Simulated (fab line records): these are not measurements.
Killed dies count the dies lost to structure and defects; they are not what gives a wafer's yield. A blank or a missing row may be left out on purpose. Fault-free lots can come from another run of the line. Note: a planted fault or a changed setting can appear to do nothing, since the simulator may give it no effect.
Struck lot and sound lot, side by side | flow sfq_line | 19 steps out of a route of 325
Sound: these wafers, L944.2, L944.3, L944.5. Struck: wafer L961.3. (L961.2 of the same lot was not struck and is left out.) The cause comes at the end.
Each step with rows lists, per side, the tool, then ch with its chambers, then its first start. Under that, the readings that differ: sound wafers | struck wafers | difference of the means | sigmas: that difference in standard deviations of wafers without a fault.
alike: readings whose means differ by less than 2 such deviations, and words and numbers that are the same on both sides. not compared: withheld readings, readings that some wafer has no value for, bounds like >300 that may hide the same value, and numbers for which the record gives no deviation and whose values overlap.
A row with sigmas, a row that says differs or no value, or rows on one side alone: a step with any of these is where the two part. Numbers that have no deviation but don't overlap get no sigmas and don't part them. A reading that every wafer of one side lacks parts them only if that side has two wafers or more.

first, 1 step without rows for these wafers: SFQ_TRILAYER_M0_STRIP_SOLV_CLEAN_026 (cleans in NMP, time 600 s).
SFQ_TRILAYER_I0_DEP_PECVD_027: deposits SiO2 from SiH4/N2O, time 111.11 s, target thk 500 nm.
  sound on pecvd-01 ch 0,1, day 12 01:15; struck on pecvd-04 ch 0, day 18 16:55
  alike: heater_power_w, showerhead_vpp_V, throttle_valve_pct
SFQ_TRILAYER_I0_CMP_CMP_028: polishes SiO2.
  sound on cmp-01 ch 0,2, day 12 01:50; struck on cmp-02 ch 0, day 18 16:59
  reading             | sound             | struck | difference | sigmas
  motor_current_A (A) | 10.9 9.8 9.6      | 8.3    | -1.8       | -2
  slurry_flow_ml_min  | 150.0 148.6 149.8 | 150.8  | +1.3       | +3
  alike: time_to_endpoint_s
SFQ_I0_BOW_MEAS_907:
  sound on film_metro-01 at day 12 04:21; struck on film_metro-01 at day 18 20:01
  alike: I0_BOW
SFQ_TRILAYER_I0_METRO_MEASURE_029:
  sound on film_metro-01 at day 12 04:39; struck on film_metro-01 at day 18 20:19
  alike: thk_nm
then, 6 steps without rows for these wafers: SFQ_TRILAYER_I0_VIA_LITHO_COAT_036 (resist thk 62 nm); SFQ_TRILAYER_I0_VIA_LITHO_COAT_031 (resist thk 650 nm); SFQ_TRILAYER_I0_VIA_LITHO_SOFTBAKE_035; SFQ_TRILAYER_I0_VIA_LITHO_EXPOSE_032 (exposes mask I0, target cd 500 nm); SFQ_TRILAYER_I0_VIA_LITHO_PEB_034 (peb time 60 s); SFQ_TRILAYER_I0_VIA_LITHO_DEVELOP_033 (time 60 s).
-- the record jumps here: 7 days lie between the struck wafers' starts before and after --
SFQ_I0_OVL_MEAS_908:
  sound on overlay-01 at day 17 14:36; struck on overlay-02 at day 25 14:43
  alike: I0_OVL
SFQ_TRILAYER_I0_VIA_BARC_OPEN_VIA_ETCH_046: etches BARC in O2, target depth 125 nm, time 41.7 s.
  sound on rie_diel-01 ch 0,1,3, day 17 14:38; struck on rie_diel-04 ch 3, day 25 14:45
  reading                                                 | sound             | struck | difference | sigmas
  model.KrF_of_TRILAYER_I0_VIA_LITHO_COAT_031.thk_nm (nm) | 573.8 575.1 572.8 | 578.5  | +4.6       |
  alike: drypump_motor_current_A, oes_product_au
  not compared: rf_hours_counter_h
SFQ_TRILAYER_I0_VIA_ETCH_VIA_ETCH_034: etches SiO2 in CHF3, stops on Nb, target depth 260 nm.
  sound on rie_diel-01 ch 0,1,3, day 17 14:40; struck on rie_diel-04 ch 3, day 25 14:47
  reading                                                 | sound           | struck | difference | sigmas
  model.KrF_of_TRILAYER_I0_VIA_LITHO_COAT_031.thk_nm (nm) | 531 531.6 528.2 | 534    | +4         |
  alike: drypump_motor_current_A, oes_product_au
SFQ_TRILAYER_I0_VIA_STRIP_STRIP_035: strips in O2.
  sound on rie_metal-01 ch 1, day 17 14:47; struck on rie_metal-04 ch 0, day 25 14:54
  reading               | sound             | struck | difference | sigmas
  oes_product_au (a.u.) | 1.019 1.016 1.025 | 0.999  | -0.021     | -2
  alike: drypump_motor_current_A
  not compared: rf_hours_counter_h
then, 2 steps without rows for these wafers: SFQ_TRILAYER_I0_VIA_STRIP_SOLV_CLEAN_036 (cleans in NMP, time 600 s); SFQ_TRILAYER_M1_DEP_PRE_CLEAN_038 (time 22.5 s).
SFQ_TRILAYER_M1_DEP_SPUTTER_037: material Nb, target thk 200 nm, time 133.3 s.
  sound on pvd_sputter-05 at day 17 15:36; struck on pvd_sputter-03 at day 25 15:42
  alike: throttle_valve_pct
SFQ_M1_RS_MEAS_909: a four-point-probe measurement.
  sound on film_metro-04 at day 17 15:43; struck on film_metro-04 at day 25 16:06
  alike: M1_NB_RS
  not compared: hold

WHERE THEY PART
At SFQ_TRILAYER_I0_CMP_CMP_028 first; at SFQ_TRILAYER_I0_VIA_STRIP_STRIP_035 last (within this record only). Later steps at which nothing parts them and some readings are alike: SFQ_TRILAYER_M1_DEP_SPUTTER_037, SFQ_M1_RS_MEAS_909.

WHY: whatever the simulator had introduced
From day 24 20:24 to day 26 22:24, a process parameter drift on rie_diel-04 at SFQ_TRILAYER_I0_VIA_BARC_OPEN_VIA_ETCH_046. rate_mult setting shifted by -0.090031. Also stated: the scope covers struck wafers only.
